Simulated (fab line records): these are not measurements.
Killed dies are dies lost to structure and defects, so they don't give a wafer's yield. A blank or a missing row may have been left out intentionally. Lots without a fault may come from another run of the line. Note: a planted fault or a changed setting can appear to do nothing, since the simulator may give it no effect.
fab line records    flow sky130
record: lots: 13  wafers: 39  last-day: 51
route steps=708 shown LDD_HVP@288 SPACER@305 SD_P@330 RES_XHIGH@336
lots that met no fault: from a run of the same line without faults
start-h: start of the lot's first displayed wafer, in hours after the record's first day    wait-h: hours elapsed since this lot's preceding step    " unchanged from the row above    L1.1+2: one row covering several wafers at once    - no value, or no start was given    * or withheld: withheld    < > ~ a bound
route shown NAME@n: NAME is a module with steps in the file, n the number in the route of the first one    usual: mean and standard deviation over wafers with no fault    same: alike in all rows    chamber/n: place in a boat    sites: each site's reading    _std_site: how widely they spread, as a standard deviation    _edge_site: outer sites' mean less inner sites'    radius-mm: for every site, how far away it sits from the centre of the wafer    mask NAME#n: copy n    behind: the last tool/chamber to shape the wafer    hold: why the lot was held/for how many hours/how that ended    device: names the non-switching transistor (n, p or np)    end of line: at the end of the route, the tests of the same wafers    where a step has no rows: the recipe by itself    killed: not the wafer's yield, but the dies lost to structure and defects at the first sort    map: a wafer's dies, marking killed ones x, the rest . and places with no die _
set.NAME: the setting that was run; set.NAME@STEP: the one run at that earlier step    model.NAME: the simulator's own value behind a step, which no gauge read
the route's steps for a sample of lots (tables are steps, rows are wafers)
services: the hour from which a tool's chamber was out of use, counted from the record's first day as start-h (under 0 if before that day), plus the number of hours and why
== steps ==
step: SKY_LDD_HVP_TW_MEAS_10
usual: LDD_HVP_TW: 458/3.6
lot.wafer  tool           chamber  start-h  wait-h  LDD_HVP_TW
L445.1     film-metro-03  -        537.04   0.1     455
L445.2     "              -        "        "       456
L445.4     "              -        "        "       455
L446.4     film-metro-03  -        540.34   0.1     456
L446.5     "              -        "        "       459
L446.6     "              -        "        "       458
L444.1     film-metro-04  -        540.79   0.1     462
L444.4     "              -        "        "       459
L444.6     "              -        "        "       460
L448.3     film-metro-04  -        563.98   0.1     462
L448.5     "              -        "        "       461
L448.6     "              -        "        "       457
L450.1     film-metro-04  -        569.56   0.1     461
L450.2     "              -        "        "       462
L450.3     "              -        "        "       460
L451.2     film-metro-03  -        590.70   0.1     460
L451.5     "              -        "        "       462
L451.6     "              -        "        "       460
L452.2     film-metro-03  -        595.03   0.1     459
L452.4     "              -        "        "       461
L452.6     "              -        "        "       461
L455.1     film-metro-02  -        627.69   0.1     453
L455.4     "              -        "        "       452
L455.5     "              -        "        "       455
L457.3     film-metro-02  -        628.08   0.1     454
L457.4     "              -        "        "       453
L457.5     "              -        "        "       452
L458.1     film-metro-04  -        645.69   0.1     463
L458.2     "              -        "        "       463
L458.5     "              -        "        "       463
L461.1     film-metro-02  -        656.12   0.1     451
L461.5     "              -        "        "       453
L461.6     "              -        "        "       453
L464.1     film-metro-04  -        685.39   0.1     463
L464.4     "              -        "        "       462
L464.5     "              -        "        "       462
L466.1     film-metro-04  -        703.99   0.1     458
L466.3     "              -        "        "       457
L466.4     "              -        "        "       461
step: SKY_SPACER_THK_MEAS_01
recipe: reads: Si3N4_of_SPACER_CVD_00
usual: SPACER_CVD_00_THK: 42.9/0.3
lot.wafer  tool           chamber  start-h  wait-h  SPACER_CVD_00_THK[nm]
L445.1     film-metro-03  -        568.63   0.0     42.5
L445.2     "              -        "        "       43.2
L445.4     "              -        "        "       43.1
L446.4     film-metro-02  -        572.04   0.0     42.8
L446.5     "              -        "        "       42.3
L446.6     "              -        "        "       42.5
L444.1     film-metro-02  -        573.21   0.0     42.7
L444.4     "              -        "        "       42.8
L444.6     "              -        "        "       43.1
L448.3     film-metro-02  -        595.95   0.1     43.1
L448.5     "              -        "        "       43.1
L448.6     "              -        "        "       43.2
L450.1     film-metro-03  -        601.03   0.0     43.0
L450.2     "              -        "        "       42.9
L450.3     "              -        "        "       42.9
L451.2     film-metro-02  -        623.44   0.0     43.3
L451.5     "              -        "        "       43.5
L451.6     "              -        "        "       43.1
L452.2     film-metro-02  -        626.59   0.0     42.9
L452.4     "              -        "        "       43.1
L452.6     "              -        "        "       43.2
L455.1     film-metro-03  -        658.11   0.0     42.5
L455.4     "              -        "        "       42.5
L455.5     "              -        "        "       42.4
L457.3     film-metro-02  -        660.38   0.0     42.7
L457.4     "              -        "        "       42.8
L457.5     "              -        "        "       43.0
L458.1     film-metro-01  -        677.14   0.0     42.9
L458.2     "              -        "        "       42.8
L458.5     "              -        "        "       42.7
L461.1     film-metro-03  -        687.62   0.0     44.0
L461.5     "              -        "        "       43.4
L461.6     "              -        "        "       43.6
L464.1     film-metro-02  -        716.29   0.0     42.7
L464.4     "              -        "        "       42.7
L464.5     "              -        "        "       43.1
L466.1     film-metro-02  -        734.58   0.0     42.6
L466.3     "              -        "        "       42.9
L466.4     "              -        "        "       43.0
step: SKY_SD_P_STRIP_10
recipe: chemistry: O2/N2  power-w: 1400  pressure-mtorr: 1500  platen-temp-c: withheld  o2-flow-sccm: 3000  n2-flow-sccm: 300  overash-fraction: 0.5
usual: drypump-motor-current-A: 5.5/0.5  n2-flow-sccm: 300.1/0.8  oes-product-au: 0.618/0.0042  strip-time-to-endpoint-s: 17.50/0.047
lot.wafer  tool             chamber  start-h  wait-h  drypump-motor-current-A  n2-flow-sccm  oes-product-au  rf-hours-counter-h  strip-time-to-endpoint-s
L445.1     plasma-asher-04  1        627.99   0.1     6.1                      299.3         0.621           21                  17.50
L445.2     "                0        "        "       6.4                      300.1         0.621           21                  17.48
L445.4     "                0        "        "       6.4                      300.1         0.618           -                   17.50
L446.4     plasma-asher-04  1        630.77   0.1     6.0                      299.2         0.615           -                   17.54
L446.5     "                0        "        "       6.4                      300.3         0.619           -                   17.55
L446.6     "                1        "        "       6.1                      298.7         0.619           -                   17.52
L444.1     plasma-asher-02  1        633.24   0.1     5.2                      300.0         0.614           53                  17.53
L444.4     "                1        "        "       5.2                      300.9         0.616           -                   17.53
L444.6     "                0        "        "       5.2                      300.2         0.629           -                   17.52
L448.3     plasma-asher-02  0        654.72   0.1     5.2                      299.2         0.617           -                   17.51
L448.5     "                1        "        "       5.2                      299.1         0.622           -                   17.53
L448.6     "                0        "        "       5.2                      299.7         0.616           -                   17.52
L450.1     plasma-asher-01  1        660.13   0.1     6.3                      300.6         0.618           80                  17.47
L450.2     "                0        "        "       5.3                      300.6         0.615           80                  17.45
L450.3     "                0        "        "       5.3                      299.7         0.617           -                   17.50
L451.2     plasma-asher-02  0        682.04   0.1     5.2                      301.3         0.613           57                  17.43
L451.5     "                0        "        "       5.2                      299.9         0.623           -                   17.46
L451.6     "                1        "        "       5.2                      299.7         0.617           -                   17.45
L452.2     plasma-asher-02  0        684.18   0.1     5.2                      300.2         0.616           58                  17.56
L452.4     "                0        "        "       5.2                      299.4         0.623           -                   17.60
L452.6     "                0        "        "       5.2                      299.7         0.623           -                   17.59
L455.1     plasma-asher-02  1        716.64   0.1     5.2                      298.7         0.621           61                  17.44
L455.4     "                1        "        "       5.2                      301.0         0.614           -                   17.40
L455.5     "                0        "        "       5.2                      300.6         0.622           -                   17.40
L457.3     plasma-asher-04  1        718.57   0.1     6.0                      298.9         0.622           -                   17.49
L457.4     "                0        "        "       6.4                      300.8         0.617           -                   17.54
L457.5     "                1        "        "       6.0                      299.6         0.617           -                   17.55
L458.1     plasma-asher-02  0        733.59   0.1     5.2                      300.0         0.615           63                  17.47
L458.2     "                1        "        "       5.2                      299.8         0.620           63                  17.50
L458.5     "                0        "        "       5.2                      300.5         0.618           -                   17.48
L461.1     plasma-asher-02  0        745.24   0.1     5.2                      298.8         0.618           64                  17.43
L461.5     "                0        "        "       5.2                      300.7         0.614           -                   17.44
L461.6     "                1        "        "       5.2                      300.1         0.616           -                   17.43
L464.1     plasma-asher-04  0        772.69   0.1     6.4                      299.8         0.613           35                  17.44
L464.4     "                0        "        "       6.4                      299.6         0.616           -                   17.43
L464.5     "                0        "        "       6.4                      299.3         0.625           -                   17.44
L466.1     plasma-asher-04  0        790.14   0.1     6.4                      300.5         0.613           37                  17.48
L466.3     "                1        "        "       6.0                      299.2         0.617           -                   17.44
L466.4     "                0        "        "       6.4                      300.0         0.622           -                   17.46
step: SKY_RES_XHIGH_EXPOSE_04
recipe: mask-id: URPM  na: 0.6  source-shape: conventional  sigma-outer: 0.6  polarization: unpolarized  target-cd-nm: 1270  dose-mj: 140
usual: exposure-dose-mJ-cm2: 140.00/0.14
lot.wafer  tool              chamber  start-h  wait-h  mask       exposure-dose-mJ-cm2
L445.1     iline-stepper-02  0        643.68   -       URPM#0     140.05
L445.2     "                 0        "        "       URPM#0     140.01
L445.4     "                 0        "        "       URPM#0     139.94
L446.4     iline-stepper-02  0        647.33   -       URPM#0     139.74
L446.5     "                 0        "        "       URPM#0     139.98
L446.6     "                 0        "        "       URPM#0     139.80
L444.1     iline-stepper-01  0        649.73   -       URPM#0     139.98
L444.4     "                 0        "        "       URPM#0     139.95
L444.6     "                 0        "        "       URPM#0     140.08
L448.3     iline-stepper-01  0        668.43   -       URPM#0     139.99
L448.5     "                 0        "        "       URPM#0     140.19
L448.6     "                 0        "        "       URPM#0     139.99
L450.1     iline-stepper-02  0        675.51   -       URPM#0     139.84
L450.2     "                 0        "        "       URPM#0     139.84
L450.3     "                 0        "        "       URPM#0     139.98
L451.2     iline-stepper-02  0        694.65   -       URPM#0     139.81
L451.5     "                 0        "        "       URPM#0     139.94
L451.6     "                 0        "        "       URPM#0     139.88
L452.2     iline-stepper-01  0        698.35   -       URPM#0     140.13
L452.4     "                 0        "        "       URPM#0     140.01
L452.6     "                 0        "        "       URPM#0     140.27
L455.1     iline-stepper-01  0        730.63   -       URPM#0     140.16
L455.4     "                 0        "        "       URPM#0     140.25
L455.5     "                 0        "        "       URPM#0     139.88
L457.3     iline-stepper-01  0        733.47   -       URPM#0     139.93
L457.4     "                 0        "        "       URPM#0     140.12
L457.5     "                 0        "        "       URPM#0     140.00
L458.1     iline-stepper-01  0        747.47   -       URPM#0     140.18
L458.2     "                 0        "        "       URPM#0     139.95
L458.5     "                 0        "        "       URPM#0     139.95
L461.1     iline-stepper-01  0        759.27   -       URPM_R1#0  139.91
L461.5     "                 0        "        "       URPM_R1#0  139.87
L461.6     "                 0        "        "       URPM_R1#0  140.05
L464.1     iline-stepper-02  0        786.46   -       URPM#0     140.04
L464.4     "                 0        "        "       URPM#0     140.09
L464.5     "                 0        "        "       URPM#0     140.20
L466.1     iline-stepper-02  0        803.31   -       URPM#0     140.12
L466.3     "                 0        "        "       URPM#0     140.20
L466.4     "                 0        "        "       URPM#0     140.12
== services ==
tool              chamber  start-h  hours  kind
plasma-asher-01   -        606.45   4.1    repair
iline-stepper-01  0        618.66   -      calibration
plasma-asher-04   -        699.76   4.5    repair
iline-stepper-01  -        713.60   1.7    pm
plasma-asher-04   -        763.39   1.6    repair
iline-stepper-01  -        765.22   2.9    repair
iline-stepper-02  0        772.35   -      calibration
plasma-asher-01   -        774.00   2.9    repair
iline-stepper-02  -        786.57   1.7    pm
plasma-asher-02   -        797.69   3.7    repair
== key ==
first-sign: step: SKY_RES_XHIGH_EXPOSE_04  reading: mask  direction: changed
effect none on later readings
met-at SKY_RES_XHIGH_EXPOSE_04
struck-lots L461
rows-end L461.1,L461.5,L461.6
not-acting-at SKY_LDD_HVP_TW_MEAS_10,SKY_SPACER_THK_MEAS_01,SKY_SD_P_STRIP_10
onset-between 747.47 759.27
fault: kind: wrong-mask  tool: any  chamber: -  onset-h: 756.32  steps: SKY_RES_XHIGH_EXPOSE_04  aux-copy: URPM_R1#0  cd-offset-nm: 190  scope: struck-lots-only
rows-end: these wafers met a further fault down the route, and their rows from its step on are left out
